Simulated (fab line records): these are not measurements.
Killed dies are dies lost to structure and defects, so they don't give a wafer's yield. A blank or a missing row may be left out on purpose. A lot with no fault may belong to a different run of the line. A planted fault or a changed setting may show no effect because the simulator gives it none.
2 desks, one fault :: flow sky130 :: numbers are kept per desk, each desk with only its own; the story behind them comes last

AT THE METROLOGY DESK
Lot by lot, what the gauges showed, no matter which tool ran the lot: averages of those sampled wafers that carry a number. Any lot whose mean is over 4 standard deviations away from the usual mean is out of limits and marked OUT; that distance is given in the brackets.
Columns: A = cd-nm at SKY_VT_ADJUST_NCORE_CD_MEAS_07, usual 380.1 nm; B = VT_ADJUST_NCORE_OVL at SKY_VT_ADJUST_NCORE_OVL_MEAS_08, usual -0.5 nm; C = cd-nm at SKY_SONOS_ONO_CD_MEAS_13, usual 409.6 nm
lot: L926
first seen here: day 9 09:18
A: 379.1
B: 1.4
C: 406.2

lot: L925
first seen here: day 9 10:24
A: 381.7
B: -1.4
C: 410.0

lot: L928
first seen here: day 9 22:40
A: 379.2
B: -2.0
C: 409.0

lot: L929
first seen here: day 10 05:10
A: 379.9
B: -1.5
C: 409.9

lot: L930
first seen here: day 10 13:24
A: 382.8
B: 0.1
C: 408.0

lot: L931
first seen here: day 10 20:50
A: 381.4
B: 1.5
C: 409.4

lot: L934
first seen here: day 11 17:20
A: 377.5
B: -2.2
C: 408.5

lot: L935
first seen here: day 12 01:18
A: 378.2
B: 1.8
C: 409.7

lot: L936
first seen here: day 12 07:25
A: 380.7
B: 0.5
C: 412.7

lot: L937
first seen here: day 12 18:23
A: 380.1
B: 0.5
C: 411.7

lot: L940
first seen here: day 13 18:34
A: 380.6
B: -2.4
C: 383.8 (-12) OUT

lot: L941
first seen here: day 14 01:18
A: 379.9
B: 0.9
C: 395.1 (-6.6) OUT

lot: L944
first seen here: day 14 14:14
A: 382.0
B: -2.1
C: 396.2 (-6.1) OUT
This desk's finding: out of limits on L940, L941, L944; first on L940, day 18 13:52 (cd-nm at SKY_SONOS_ONO_CD_MEAS_13). Within limits: L926, L925, L928, L929, L930, L931, L934, L935, L936, L937.

TOOL OWNER'S DESK, iline-stepper-02
The tool's own readings at SKY_SONOS_ONO_EXPOSE_10 (exposes mask ONOM, target cd 410 nm): means of the sampled wafers that have a number, for each lot that ran on this tool. Any lot whose mean is over 4 standard deviations away from the usual mean is out of limits and marked OUT; that distance is given in the brackets.
Columns: A = reticle-temp-C at SKY_SONOS_ONO_EXPOSE_10, usual 23.00 C
lot: L925
first seen here: day 13 01:44
A: 23.06

lot: L928
first seen here: day 17 06:55
A: 22.97

lot: L930
first seen here: day 17 07:25
A: 23.13

lot: L934
first seen here: day 17 07:56
A: 23.10

lot: L935
first seen here: day 17 15:19
A: 22.97

lot: L936
first seen here: day 17 15:26
A: 23.15

lot: L940
first seen here: day 17 23:37
A: 23.07

lot: L941
first seen here: day 18 05:16
A: 22.94

lot: L944
first seen here: day 18 16:02
A: 23.02
Result from this desk: across the 9 lots, nothing is out of limits.

ALL TOGETHER
The metrology desk could have raised an alarm at day 18 13:52, on L940, L941, L944.
Nothing out of limits was seen by the tool owner's desk.
The tool owner's desk has L940, L941, L944 on record, within its limits.
All the named lots went through SKY_SONOS_ONO_EXPOSE_10 on iline-stepper-02.

WHAT THE SIMULATOR HAD PUT IN
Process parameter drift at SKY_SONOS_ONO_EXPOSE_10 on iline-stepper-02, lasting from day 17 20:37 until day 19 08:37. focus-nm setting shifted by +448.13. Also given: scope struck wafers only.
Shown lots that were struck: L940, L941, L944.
Per desk, hours elapsed from the start of the fault to the first reading out of limits: for the metrology desk, 17.
